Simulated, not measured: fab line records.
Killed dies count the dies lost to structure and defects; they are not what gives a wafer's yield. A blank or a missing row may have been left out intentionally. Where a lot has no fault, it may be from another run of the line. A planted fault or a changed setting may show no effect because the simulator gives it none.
A struck lot beside a sound one / flow sky130 / 16 out of 708 route steps
Sound: these wafers, L532.1, L532.4, L532.5. Struck: wafers L531.1, L531.5 (left out: L531.6, a lot-mate that was not struck); the cause follows at the end.
At each step with rows: each side's tool, then ch and its chambers, then its first start. Under that, the readings that differ: sound wafers / struck wafers / difference of the means / sigmas: that difference in standard deviations of wafers without a fault.
alike: same words and numbers on both sides, and readings whose means sit less than 2 such deviations apart. not compared: any withheld reading, any reading some wafer has no value for, any bound like >300 that may hide the same value, and any number with overlapping values for which the record gives no deviation.
Wherever a step has rows on one side only, a row that says differs or no value, or a row with sigmas, the two part there. Numbers that have no deviation but don't overlap get no sigmas and don't part them. Lack of a reading on every wafer of one side parts them only where that side has two or more wafers.

SKY_VIA1_CMP_02: polishes SiO2.
  sound on cmp-02 ch 0,2,3, day 35 05:22; struck on cmp-01 ch 1, day 34 18:23
  alike: edge_zone_pressure_frac, motor_current_A
SKY_VIA1_BOW_MEAS_03:
  sound: film_metro-03 at day 35 05:34; struck: film_metro-01 at day 34 18:41
  alike: VIA1_BOW
then, 8 steps without rows for these wafers: SKY_VIA1_DEHYDRATE_04 (time 60 s); SKY_VIA1_HMDS_05 (prime time 60 s); SKY_VIA1_COAT_06 (resist thk 60 nm); SKY_VIA1_COAT_07 (resist thk 450 nm); SKY_VIA1_SOFTBAKE_08 (time 90 s); SKY_VIA1_EXPOSE_09 (exposes mask VIM, target cd 150 nm); SKY_VIA1_PEB_10; SKY_VIA1_DEVELOP_11 (develop time 60 s).
SKY_VIA1_CD_MEAS_12: the cd target is 150 nm.
  sound: cd_sem-02 at day 36 07:11; struck: cd_sem-02 at day 35 20:36
  alike: cd_nm
SKY_VIA1_OVL_MEAS_13:
  sound: overlay-01 at day 36 07:19; struck: overlay-02 at day 35 20:43
  alike: VIA1_OVL
SKY_VIA1_ETCH_14: etches BARC in N2/H2, stops on SiO2, time 45.9 s, target depth 60 nm.
  sound on rie_diel-03 ch 1,2,3, day 36 07:20; struck on rie_diel-02 ch 2,3, day 35 20:46
reading=model.KrF-thick_of_VIA1_COAT_07.thk_nm (nm); sound=392.2 391.8 392.4; struck=397.9 399.9; difference=+6.8; sigmas=
  alike: chamber_pressure_mTorr, drypump_motor_current_A, oes_product_au, throttle_valve_pct
  not compared: rf_hours_counter_h
SKY_VIA1_ETCH_15: etches SiO2 in C4F8/O2/Ar, stops on TiN, target depth 351 nm, time 54 s.
  sound on rie_diel-03 ch 1,2,3, day 36 07:23; struck on rie_diel-02 ch 2,3, day 35 20:48
reading=model.KrF-thick_of_VIA1_COAT_07.thk_nm (nm); sound=321 321 323.2; struck=327.3 329.6; difference=+6.7; sigmas=
  alike: chamber_pressure_mTorr, oes_product_au
  not compared: rf_hours_counter_h
SKY_VIA1_STRIP_16: strips in O2/N2.
  sound on plasma_asher-03 ch 0,1, day 36 07:26; struck on plasma_asher-01 ch 0, day 35 20:51
reading=strip_time_to_endpoint_s (s); sound=4.443 4.438 4.457; struck=4.482 4.526; difference=+0.058; sigmas=+2
  alike: chamber_pressure_mTorr, drypump_motor_current_A, oes_product_au
  not compared: rf_hours_counter_h
then, 1 step without rows for these wafers: SKY_VIA1_STRIP_17 (strips in post etch residue remover, time 1200 s).

WHERE THEY PART
Within this record, at SKY_VIA1_STRIP_16 only.

WHY: what had been put in by the simulator
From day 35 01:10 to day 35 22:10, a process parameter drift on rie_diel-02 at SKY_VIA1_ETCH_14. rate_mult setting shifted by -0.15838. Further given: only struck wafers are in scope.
